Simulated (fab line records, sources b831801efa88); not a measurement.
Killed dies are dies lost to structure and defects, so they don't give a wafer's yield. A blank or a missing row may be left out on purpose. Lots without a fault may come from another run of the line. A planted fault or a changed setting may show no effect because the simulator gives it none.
fab line records | flow gf180mcu
record lots=24 wafers=72 last_day=34
route steps=602 shown V2@387 M3@424 V3@447 M4@461 V4@497 V5@562
lots that met no fault: from a run of the same line without faults
start_h: hours from the record's first day to the start of the lot's first wafer shown | wait_h: hours since the lot's step before | " the same as in the row above | L1.1+2: a row that stands for several wafers | - no value, or no start given | * or withheld: withheld | < > ~ a bound
route shown NAME@n: a module of which the file shows steps, and the number in the route of the first | usual: mean/standard deviation of fault-free wafers | same: alike in all rows | chamber/n: place in a boat | sites: the reading at each site | _std_site: their standard deviation | _edge_site: outer sites' mean less inner sites' | radius_mm: how far each site lies from the wafer's centre | mask NAME#n: copy n | behind: the tool/chamber that last shaped the wafer | hold: why the lot was held/for how many hours/how that ended | device: the transistor (n, p or np) that didn't switch | end of line: the same wafers' tests at the end of the route | a step without rows: its recipe alone | killed: dies lost to structure and defects at the first sort, not the wafer's yield | map: a wafer's dies, x killed, . not, _ none there
set.NAME: the setting as run; set.NAME@STEP: as run at that earlier step | model.NAME: the simulator's own value behind a step, which no gauge read
steps of the route over a sample of lots; a table a step, a row a wafer
services: from which hour (start_h, from the record's first day; less than 0 if before it) a tool's chamber was out of use, for how many hours, and why
## steps
# step GF_V2_BOW_MEAS_05
# recipe mode=bow
# usual V2_BOW=100/8.3
# columns lot.wafer tool chamber start_h wait_h V2_BOW[um]
L074.2 film_metro-02 - 421.06 0.2 112
L074.3 " - " " 108
L074.5 " - " " 105
L075.3 film_metro-03 - 439.86 0.1 95
L075.4 " - " " 91
L075.5 " - " " 86
L076.3 film_metro-02 - 443.65 0.1 102
L076.4 " - " " 97
L076.6 " - " " 107
L077.2 film_metro-01 - 462.60 0.2 99
L077.4 " - " " 100
L077.5 " - " " 96
L079.1 film_metro-01 - 485.37 0.5 91
L079.2 " - " " 89
L079.3 " - " " 95
L078.1 film_metro-02 - 486.15 0.2 91
L078.2 " - " " 108
L078.4 " - " " 100
L080.1 film_metro-03 - 501.18 0.2 95
L080.2 " - " " 99
L080.6 " - " " 92
L081.1 film_metro-01 - 502.87 0.2 87
L081.2 " - " " 94
L081.4 " - " " 88
L082.1 film_metro-02 - 525.28 0.1 116
L082.2 " - " " 113
L082.4 " - " " 105
L083.2 film_metro-03 - 533.89 0.2 103
L083.3 " - " " 102
L083.4 " - " " 99
L084.2 film_metro-02 - 543.81 0.2 105
L084.5 " - " " 109
L084.6 " - " " 109
L085.1 film_metro-03 - 545.06 0.1 97
L085.2 " - " " 109
L085.6 " - " " 92
L086.1 film_metro-03 - 557.05 0.1 92
L086.3 " - " " 83
L086.4 " - " " 91
L088.1 film_metro-01 - 564.80 0.1 113
L088.3 " - " " 96
L088.4 " - " " 111
L087.2 film_metro-01 - 566.90 0.3 111
L087.4 " - " " 90
L087.5 " - " " 86
L089.1 film_metro-01 - 578.49 0.1 99
L089.3 " - " " 96
L089.4 " - " " 97
L090.1 film_metro-01 - 579.47 0.2 97
L090.3 " - " " 107
L090.5 " - " " 98
L091.2 film_metro-01 - 586.40 0.1 103
L091.4 " - " " 93
L091.6 " - " " 98
L092.1 film_metro-03 - 594.06 0.1 103
L092.3 " - " " 105
L092.4 " - " " 82
L093.1 film_metro-02 - 598.39 0.2 96
L093.4 " - " " 108
L093.5 " - " " 108
L094.1 film_metro-03 - 603.87 0.2 78
L094.4 " - " " 104
L094.6 " - " " 105
L095.1 film_metro-02 - 607.18 0.1 92
L095.3 " - " " 101
L095.6 " - " " 91
L096.2 film_metro-03 - 614.15 0.2 99
L096.3 " - " " 97
L096.4 " - " " 98
L097.1 film_metro-01 - 621.63 0.1 105
L097.4 " - " " 102
L097.6 " - " " 114
# step GF_M3_OVL_MEAS_15
# usual M3_OVL=0/6.2
# columns lot.wafer tool chamber start_h wait_h M3_OVL[nm]
L074.2 overlay-01 - 472.61 0.1 -8
L074.3 " - " " -3
L074.5 " - " " -5
L075.3 overlay-01 - 491.17 0.1 7
L075.4 " - " " -2
L075.5 " - " " 2
L076.3 overlay-01 - 495.18 0.1 2
L076.4 " - " " -4
L076.6 " - " " -3
L077.2 overlay-02 - 512.08 0.1 2
L077.4 " - " " -2
L077.5 " - " " 3
L079.1 overlay-01 - 533.87 0.1 2
L079.2 " - " " -3
L079.3 " - " " 1
L078.1 overlay-02 - 535.42 0.1 -10
L078.2 " - " " -9
L078.4 " - " " -5
L080.1 overlay-01 - 548.22 0.1 8
L080.2 " - " " 8
L080.6 " - " " 2
L081.1 overlay-02 - 550.22 0.1 -12
L081.2 " - " " -15
L081.4 " - " " -6
L082.1 overlay-01 - 571.77 0.1 -4
L082.2 " - " " -12
L082.4 " - " " -2
L083.2 overlay-02 - 579.07 0.1 -2
L083.3 " - " " 0
L083.4 " - " " -2
L084.2 overlay-01 - 588.91 0.1 -3
L084.5 " - " " -9
L084.6 " - " " -5
L085.1 overlay-02 - 590.20 0.1 -6
L085.2 " - " " -12
L085.6 " - " " -4
L086.1 overlay-01 - 601.60 0.1 11
L086.3 " - " " 12
L086.4 " - " " 5
L088.1 overlay-01 - 609.77 0.1 -1
L088.3 " - " " -9
L088.4 " - " " -7
L087.2 overlay-01 - 611.62 0.1 3
L087.4 " - " " 2
L087.5 " - " " 7
L089.1 overlay-01 - 622.25 0.1 9
L089.3 " - " " 7
L089.4 " - " " 6
L090.1 overlay-01 - 622.95 0.1 2
L090.3 " - " " 7
L090.5 " - " " 3
L091.2 overlay-01 - 630.23 0.1 3
L091.4 " - " " -5
L091.6 " - " " -4
L092.1 overlay-02 - 636.87 0.1 -4
L092.3 " - " " -2
L092.4 " - " " 4
L093.1 overlay-01 - 640.99 0.1 7
L093.4 " - " " 4
L093.5 " - " " 9
L094.1 overlay-02 - 645.95 0.1 -4
L094.4 " - " " -1
L094.6 " - " " 2
L095.1 overlay-01 - 649.32 0.1 4
L095.3 " - " " 2
L095.6 " - " " 0
L096.2 overlay-01 - 655.36 0.1 6
L096.3 " - " " 8
L096.4 " - " " 2
L097.1 overlay-02 - 662.87 0.1 0
L097.4 " - " " -5
L097.6 " - " " 0
# step GF_V3_STRIP_18
# recipe chemistry=O2/N2 power_w=1400 pressure_mtorr=1500 platen_temp_c=250 o2_flow_sccm=3000 n2_flow_sccm=300 overash_fraction=0.5
# usual drypump_motor_current_A=5.55/0.23 heater_power_w=345/22 oes_product_au=0.592/0.0045
# same overash_fraction=0.5
# columns lot.wafer tool chamber start_h wait_h drypump_motor_current_A heater_power_w oes_product_au rf_hours_counter_h
L074.2 plasma_asher-02 1 498.42 - 5.59 334 0.592 36
L074.3 " 1 " " 5.58 333 0.592 -
L074.5 " 1 " " 5.58 338 0.600 -
L075.3 plasma_asher-01 1 517.20 - 5.32 310 0.598 -
L075.4 " 0 " " 5.29 340 0.596 -
L075.5 " 1 " " 5.32 314 0.593 -
L076.3 plasma_asher-03 1 520.57 - 5.60 365 0.596 -
L076.4 " 0 " " 5.74 357 0.591 -
L076.6 " 1 " " 5.59 363 0.590 -
L077.2 plasma_asher-03 0 536.24 - 5.76 370 0.594 91
L077.4 " 0 " " 5.72 362 0.595 -
L077.5 " 1 " " 5.57 375 0.595 -
L079.1 plasma_asher-03 0 558.03 - 5.75 366 0.589 93
L079.2 " 1 " " 5.55 381 0.588 93
L079.3 " 0 " " 5.72 369 0.597 -
L078.1 plasma_asher-03 1 559.33 - 5.57 373 0.594 93
L078.2 " 0 " " 5.74 367 0.593 93
L078.4 " 0 " " 5.75 364 0.600 -
L080.1 plasma_asher-02 0 572.03 - 6.00 322 0.593 43
L080.2 " 1 " " 5.54 343 0.597 43
L080.6 " 1 " " 5.55 337 0.592 -
L081.1 plasma_asher-01 1 573.48 - 5.32 321 0.595 16
L081.2 " 0 " " 5.24 334 0.586 16
L081.4 " 0 " " 5.25 327 0.599 -
L082.1 plasma_asher-02 1 594.47 - 5.58 345 0.595 46
L082.2 " 0 " " 5.99 320 0.591 46
L082.4 " 1 " " 5.59 342 0.596 -
L083.2 plasma_asher-03 0 602.12 - 5.73 361 0.590 98
L083.3 " 0 " " 5.75 372 0.589 -
L083.4 " 1 " " 5.55 378 0.587 -
L084.2 plasma_asher-01 1 611.18 - 5.31 329 0.591 20
L084.5 " 0 " " 5.27 329 0.583 -
L084.6 " 1 " " 5.31 314 0.589 -
L085.1 plasma_asher-01 0 613.27 - 5.28 331 0.591 20
L085.2 " 1 " " 5.32 316 0.593 20
L085.6 " 1 " " 5.31 313 0.588 -
L086.1 plasma_asher-03 1 623.47 - 5.57 365 0.586 100
L086.3 " 0 " " 5.75 376 0.602 -
L086.4 " 1 " " 5.58 377 0.589 -
L088.1 plasma_asher-02 1 631.08 - 5.54 344 0.590 50
L088.3 " 1 " " 5.55 332 0.591 -
L088.4 " 0 " " 5.97 325 0.586 -
L087.2 plasma_asher-01 1 633.43 - 5.35 328 0.591 23
L087.4 " 0 " " 5.27 333 0.591 -
L087.5 " 0 " " 5.24 334 0.591 -
L089.1 plasma_asher-01 1 643.97 - 5.36 320 0.589 24
L089.3 " 1 " " 5.35 321 0.582 -
L089.4 " 0 " " 5.25 338 0.586 -
L090.1 plasma_asher-03 1 644.73 - 5.58 378 0.594 102
L090.3 " 1 " " 5.58 375 0.601 -
L090.5 " 1 " " 5.57 383 0.593 -
L091.2 plasma_asher-03 0 652.78 - 5.73 354 0.591 102
L091.4 " 0 " " 5.76 363 0.592 -
L091.6 " 1 " " 5.57 377 0.589 -
L092.1 plasma_asher-03 1 658.42 - 5.57 367 0.597 103
L092.3 " 0 " " 5.76 362 0.596 -
L092.4 " 1 " " 5.58 378 0.596 -
L093.1 plasma_asher-01 1 662.18 - 5.33 312 0.602 26
L093.4 " 0 " " 5.25 329 0.592 -
L093.5 " 0 " " 5.27 343 0.595 -
L094.1 plasma_asher-01 0 667.38 - 5.28 338 0.596 26
L094.4 " 0 " " 5.24 335 0.595 -
L094.6 " 1 " " 5.34 318 0.584 -
L095.1 plasma_asher-03 1 669.93 - 5.57 376 0.598 104
L095.3 " 1 " " 5.57 380 0.589 -
L095.6 " 1 " " 5.59 373 0.590 -
L096.2 plasma_asher-02 0 676.48 - 6.02 325 0.587 55
L096.3 " 0 " " 6.02 324 0.592 -
L096.4 " 1 " " 5.56 352 0.602 -
L097.1 plasma_asher-01 1 684.47 - 5.33 318 0.593 28
L097.4 " 1 " " 5.32 320 0.580 -
L097.6 " 0 " " 5.26 338 0.593 -
# step GF_M4_RS_MEAS_05
# recipe thk_meas_gauge=four-point-probe reads=TiN_of_M4_SPUTTER_04+Ti_of_M4_SPUTTER_03+AlCu_of_M4_SPUTTER_02+TiN_of_M4_SPUTTER_01+Ti_of_M4_SPUTTER_00
# usual M4_ALCU_RS=0.0693/0.00079
# columns lot.wafer tool chamber start_h wait_h M4_ALCU_RS[ohm/sq]
L074.2 film_metro-03 - 499.93 0.0 0.0691
L074.3 " - " " 0.0694
L074.5 " - " " 0.0701
L075.3 film_metro-03 - 518.66 0.1 0.0691
L075.4 " - " " 0.0685
L075.5 " - " " 0.0691
L076.3 film_metro-03 - 522.17 0.1 0.0702
L076.4 " - " " 0.0691
L076.6 " - " " 0.0692
L077.2 film_metro-04 - 538.00 0.0 0.0689
L077.4 " - " " 0.0680
L077.5 " - " " 0.0679
L079.1 film_metro-04 - 559.48 0.0 0.0692
L079.2 " - " " 0.0698
L079.3 " - " " 0.0699
L078.1 film_metro-03 - 560.78 0.0 0.0692
L078.2 " - " " 0.0698
L078.4 " - " " 0.0695
L080.1 film_metro-03 - 573.71 0.0 0.0702
L080.2 " - " " 0.0711
L080.6 " - " " 0.0698
L081.1 film_metro-01 - 574.96 0.0 0.0705
L081.2 " - " " 0.0708
L081.4 " - " " 0.0709
L082.1 film_metro-01 - 595.96 0.0 0.0686
L082.2 " - " " 0.0685
L082.4 " - " " 0.0686
L083.2 film_metro-04 - 603.59 0.0 0.0686
L083.3 " - " " 0.0675
L083.4 " - " " 0.0678
L084.2 film_metro-03 - 612.68 0.0 0.0692
L084.5 " - " " 0.0684
L084.6 " - " " 0.0696
L085.1 film_metro-04 - 614.75 0.0 0.0688
L085.2 " - " " 0.0690
L085.6 " - " " 0.0691
L086.1 film_metro-01 - 624.94 0.0 0.0695
L086.3 " - " " 0.0690
L086.4 " - " " 0.0699
L088.1 film_metro-04 - 632.86 0.0 0.0696
L088.3 " - " " 0.0701
L088.4 " - " " 0.0701
L087.2 film_metro-03 - 634.90 0.0 0.0681
L087.4 " - " " 0.0690
L087.5 " - " " 0.0685
L089.1 film_metro-01 - 645.48 0.0 0.0696
L089.3 " - " " 0.0694
L089.4 " - " " 0.0702
L090.1 film_metro-04 - 646.20 0.0 0.0698
L090.3 " - " " 0.0692
L090.5 " - " " 0.0703
L091.2 film_metro-01 - 654.44 0.0 0.0685
L091.4 " - " " 0.0682
L091.6 " - " " 0.0686
L092.1 film_metro-03 - 659.90 0.0 0.0692
L092.3 " - " " 0.0696
L092.4 " - " " 0.0689
L093.1 film_metro-03 - 663.83 0.0 0.0701
L093.4 " - " " 0.0700
L093.5 " - " " 0.0697
L094.1 film_metro-01 - 668.86 0.0 0.0695
L094.4 " - " " 0.0699
L094.6 " - " " 0.0693
L095.1 film_metro-03 - 671.38 0.0 0.0696
L095.3 " - " " 0.0697
L095.6 " - " " 0.0703
L096.2 film_metro-04 - 677.95 0.0 0.0684
L096.3 " - " " 0.0692
L096.4 " - " " 0.0677
L097.1 film_metro-04 - 685.91 0.0 0.0685
L097.4 " - " " 0.0684
L097.6 " - " " 0.0683
# step GF_V4_SPUTTER_21
# recipe material=Ti target_thk_nm=15 chamber_pressure_pa=5 power_w=2500 substrate_temp_c=200 time_s=80.02
# usual substrate_temp_c=200.01/0.16 throttle_valve_pct=30.6/0.98
# columns lot.wafer tool chamber start_h wait_h substrate_temp_c throttle_valve_pct
L074.2 pvd_sputter-02 - 547.94 0.0 200.11 31.3
L074.3 " - " " 199.99 32.0
L074.5 " - " " 200.33 29.8
L075.3 pvd_sputter-04 - 565.60 0.0 199.99 30.2
L075.4 " - " " 199.99 31.5
L075.5 " - " " 199.81 30.2
L076.3 pvd_sputter-04 - 568.80 0.0 199.83 30.9
L076.4 " - " " 199.98 31.2
L076.6 " - " " 200.02 30.3
L077.2 pvd_sputter-02 - 584.32 0.0 199.98 31.4
L077.4 " - " " 199.75 31.7
L077.5 " - " " 200.00 32.0
L079.1 pvd_sputter-03 - 604.58 0.0 200.01 28.9
L079.2 " - " " 200.00 29.8
L079.3 " - " " 199.84 30.4
L078.1 pvd_sputter-04 - 605.65 0.0 200.09 29.9
L078.2 " - " " 199.75 31.4
L078.4 " - " " 199.95 30.8
L080.1 pvd_sputter-04 - 617.83 0.0 199.92 31.0
L080.2 " - " " 200.22 30.1
L080.6 " - " " 199.71 31.4
L081.1 pvd_sputter-02 - 618.89 0.0 199.99 31.7
L081.2 " - " " 200.08 29.7
L081.4 " - " " 199.84 31.2
L082.1 pvd_sputter-03 - 638.87 0.0 199.84 32.3
L082.2 " - " " 200.39 28.7
L082.4 " - " " 200.19 29.9
L083.2 pvd_sputter-03 - 645.92 0.0 199.85 32.0
L083.3 " - " " 199.96 29.7
L083.4 " - " " 200.10 30.4
L084.2 pvd_sputter-03 - 654.77 0.0 200.16 30.3
L084.5 " - " " 200.20 30.1
L084.6 " - " " 199.79 32.2
L085.1 pvd_sputter-02 - 656.03 0.0 199.95 31.9
L085.2 " - " " 200.16 31.6
L085.6 " - " " 200.13 29.8
L086.1 pvd_sputter-02 - 666.10 0.0 199.95 29.9
L086.3 " - " " 199.89 31.2
L086.4 " - " " 199.76 31.8
L088.1 pvd_sputter-04 - 673.12 0.0 200.09 30.0
L088.3 " - " " 200.19 31.3
L088.4 " - " " 199.93 30.1
L087.2 pvd_sputter-03 - 676.02 0.0 200.05 30.1
L087.4 " - " " 200.26 29.9
L087.5 " - " " 200.09 28.8
L089.1 pvd_sputter-04 - 685.42 0.0 199.96 31.4
L089.3 " - " " 200.00 30.1
L089.4 " - " " 200.05 30.8
L090.1 pvd_sputter-02 - 686.82 0.0 200.20 30.0
L090.3 " - " " 199.89 30.3
L090.5 " - " " 200.16 30.0
L091.2 pvd_sputter-03 - 694.17 0.0 200.10 29.8
L091.4 " - " " 199.91 28.7
L091.6 " - " " 199.90 30.4
L092.1 pvd_sputter-03 - 700.20 0.0 200.24 32.3
L092.3 " - " " 199.95 29.8
L092.4 " - " " 199.85 30.2
L093.1 pvd_sputter-03 - 703.65 0.0 199.82 28.8
L093.4 " - " " 200.01 30.0
L093.5 " - " " 199.93 28.8
L094.1 pvd_sputter-04 - 707.72 0.0 200.10 29.9
L094.4 " - " " 199.82 30.2
L094.6 " - " " 199.77 30.3
L095.1 pvd_sputter-03 - 710.57 0.0 200.03 32.3
L095.3 " - " " 200.01 30.3
L095.6 " - " " 199.98 32.1
L096.2 pvd_sputter-03 - 717.17 0.0 199.84 32.2
L096.3 " - " " 199.81 28.6
L096.4 " - " " 199.73 30.3
L097.1 pvd_sputter-02 - 724.67 0.0 199.82 30.3
L097.4 " - " " 199.77 31.4
L097.6 " - " " 200.13 31.4
# step GF_V5_SPUTTER_22
# recipe material=TiN target_thk_nm=10 chamber_pressure_pa=5 power_w=4000 time_s=40
# usual throttle_valve_pct=30.3/0.98
# columns lot.wafer tool chamber start_h wait_h throttle_valve_pct
L074.2 pvd_sputter-01 - 616.50 0.0 30.2
L074.3 " - " " 30.9
L074.5 " - " " 28.8
L075.3 pvd_sputter-01 - 632.29 0.0 28.8
L075.4 " - " " 30.1
L075.5 " - " " 30.3
L076.3 pvd_sputter-02 - 635.35 0.0 31.7
L076.4 " - " " 30.0
L076.6 " - " " 32.1
L077.2 pvd_sputter-02 - 649.60 0.0 30.0
L077.4 " - " " 31.6
L077.5 " - " " 29.9
L079.1 pvd_sputter-01 - 668.38 0.0 30.2
L079.2 " - " " 30.5
L079.3 " - " " 28.3
L078.1 pvd_sputter-01 - 668.82 0.0 28.8
L078.2 " - " " 31.0
L078.4 " - " " 28.1
L080.1 pvd_sputter-01 - 679.50 0.0 30.0
L080.2 " - " " 30.5
L080.6 " - " " 29.9
L081.1 pvd_sputter-04 - 681.49 0.0 30.7
L081.2 " - " " 31.4
L081.4 " - " " 30.0
L082.1 pvd_sputter-04 - 698.85 0.0 29.9
L082.2 " - " " 30.0
L082.4 " - " " 31.7
L083.2 pvd_sputter-01 - 706.85 0.0 30.7
L083.3 " - " " 28.1
L083.4 " - " " 30.3
L084.2 pvd_sputter-02 - 713.80 0.0 29.9
L084.5 " - " " 31.7
L084.6 " - " " 31.6
L085.1 pvd_sputter-04 - 716.89 0.0 30.0
L085.2 " - " " 31.2
L085.6 " - " " 30.2
L086.1 pvd_sputter-04 - 725.38 0.0 30.8
L086.3 " - " " 30.1
L086.4 " - " " 31.4
L088.1 pvd_sputter-04 - 731.19 0.0 31.6
L088.3 " - " " 30.1
L088.4 " - " " 30.7
L087.2 pvd_sputter-04 - 733.69 0.0 31.2
L087.4 " - " " 30.2
L087.5 " - " " 30.1
L089.1 pvd_sputter-02 - 743.27 0.0 30.5
L089.3 " - " " 31.4
L089.4 " - " " 29.7
L090.1 pvd_sputter-04 - 744.95 0.0 30.4
L090.3 " - " " 31.4
L090.5 " - " " 31.2
L091.2 pvd_sputter-01 - 750.10 0.0 28.2
L091.4 " - " " 28.9
L091.6 " - " " 28.4
L092.1 pvd_sputter-02 - 757.41 0.0 29.6
L092.3 " - " " 31.8
L092.4 " - " " 31.3
L093.1 pvd_sputter-04 - 759.93 0.0 30.0
L093.4 " - " " 31.4
L093.5 " - " " 30.1
L094.1 pvd_sputter-04 - 762.70 0.0 30.9
L094.4 " - " " 31.6
L094.6 " - " " 30.4
L095.1 pvd_sputter-04 - 765.31 0.0 30.1
L095.3 " - " " 31.4
L095.6 " - " " 31.2
L096.2 pvd_sputter-01 - 771.59 0.0 30.8
L096.3 " - " " 30.1
L096.4 " - " " 30.1
L097.1 pvd_sputter-04 - 778.38 0.0 31.6
L097.4 " - " " 31.1
L097.6 " - " " 31.1
## services
# columns tool chamber start_h hours kind
plasma_asher-02 - 488.24 2.8 pm
pvd_sputter-04 - 497.27 3.0 repair
pvd_sputter-01 - 505.71 3.2 repair
pvd_sputter-02 - 518.23 2.0 repair
pvd_sputter-03 3 566.82 - consumable_replace:kit
pvd_sputter-03 3 566.82 18.0 scheduled_down
pvd_sputter-03 3 566.82 18.0 vent_cycle
plasma_asher-02 - 573.44 0.7 repair
pvd_sputter-03 - 575.51 1.8 repair
pvd_sputter-04 - 581.36 0.7 repair
pvd_sputter-04 2 582.09 - consumable_replace:kit
pvd_sputter-04 2 582.09 18.0 scheduled_down
pvd_sputter-04 2 582.09 18.0 vent_cycle
plasma_asher-03 - 626.19 3.2 repair
pvd_sputter-04 - 644.20 0.9 repair
pvd_sputter-02 0 726.23 - consumable_replace:kit
pvd_sputter-02 0 726.23 18.0 scheduled_down
pvd_sputter-02 0 726.23 18.0 vent_cycle
plasma_asher-03 - 733.75 9.0 pm
plasma_asher-03 0 733.75 9.0 vent_cycle
plasma_asher-03 1 733.75 9.0 vent_cycle
pvd_sputter-03 2 736.13 - consumable_replace:kit
pvd_sputter-01 - 736.78 5.4 repair
pvd_sputter-03 - 777.34 7.3 repair
## key
fault none
